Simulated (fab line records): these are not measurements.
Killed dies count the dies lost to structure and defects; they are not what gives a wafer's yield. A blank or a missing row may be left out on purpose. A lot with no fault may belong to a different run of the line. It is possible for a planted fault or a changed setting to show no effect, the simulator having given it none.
8D (eight disciplines) problem report, filled in by code :: flow sfqLine :: the parts of the form that need people (team, actions taken, sign-off) are left out

## 1. WHAT WENT WRONG
Mean of exposureDoseMJCm2 at SFQ_TRILAYER_C5_LITHO_EXPOSE_152: 24.257 across 9 wafers in 3 lots; on wafers with no fault it is 21.305 (standard deviation 0.017). That is +99 or more standard deviations from the usual mean.
The step: exposes mask C5, target cd 500 nm.
Earliest sighting: wafer L127.2 on krfScanner-02 at day 72 19:02. At this step, 21 wafers from 7 lots have a number in the record. Rule for "out", or "out of limits": more than 4 standard deviations from the usual mean. The rest of the wafers with a number are treated as sound.

## 2. WHAT IT IS AND WHAT IT IS NOT
question: which readings at this step
is: exposureDoseMJCm2
is not: stageVelMmS

question: which lots
is: L127, L128, L129
is not: L126, L130, L137, L140

question: which wafers of those lots
is: all that have a number
is not: -

question: read on which tools
is: krfScanner-02
is not: krfScanner-01

question: when
is: from day 72 19:02
is not: up to then (3 sound wafers); but 9 sound wafers of L130, L137, L140 came after

## 3. THE SUSPECTS, EACH WITH WHAT RULES IT OUT
Counting: a tool at a process step up to the reading stays a suspect if it ran every lot that is out and no sound lot after the first of them.
- krfScanner-02 at SFQ_TRILAYER_C5_LITHO_EXPOSE_152 (exposes mask C5, target cd 500 nm): kept. All lots that are out passed through it, beginning with L127 at day 72 19:02, and no sound lot followed; its final sound lot before that point was L126 at day 72 12:50. Out on those wafers are its own readings of exposureDoseMJCm2.
Remaining after the count: krfScanner-02 at SFQ_TRILAYER_C5_LITHO_EXPOSE_152.

## 4. THE CAUSE (what the simulator had put in)
Drift in process parameters on krfScanner-02 at SFQ_TRILAYER_C5_LITHO_EXPOSE_152, starting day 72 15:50. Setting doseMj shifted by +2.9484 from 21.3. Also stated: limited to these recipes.
Counting left only this tool.

## 5. THE EFFECT CHAIN, in route order
Each row: a reading whose mean over the struck wafers that have a number lies more than 3 standard deviations from the usual. Scope: only readings with a usual standard deviation given in the record; hours: median across lots of the time from each lot's start at the first step in this table that gives one to its start at this step; sigmas: change in usual standard deviations.
hours: 0
step: SFQ_TRILAYER_C5_LITHO_EXPOSE_152
reading: exposureDoseMJCm2
usual: 21.305
on struck wafers: 24.257
change: +2.952
sigmas: +99 or more
It contains these process steps:
- SFQ_TRILAYER_C5_LITHO_EXPOSE_152: exposes mask C5, target cd 500 nm.
Later measuring or inspecting steps at which every struck wafer that the step has a row for has a number for every such reading, and none has moved that far: SFQ_C5_OVL_MEAS_937.

## 6. WHAT WOULD HAVE CAUGHT IT SOONER
In this record the first reading out of limits was taken at day 72 19:02, 3 hours after the fault began at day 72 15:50.
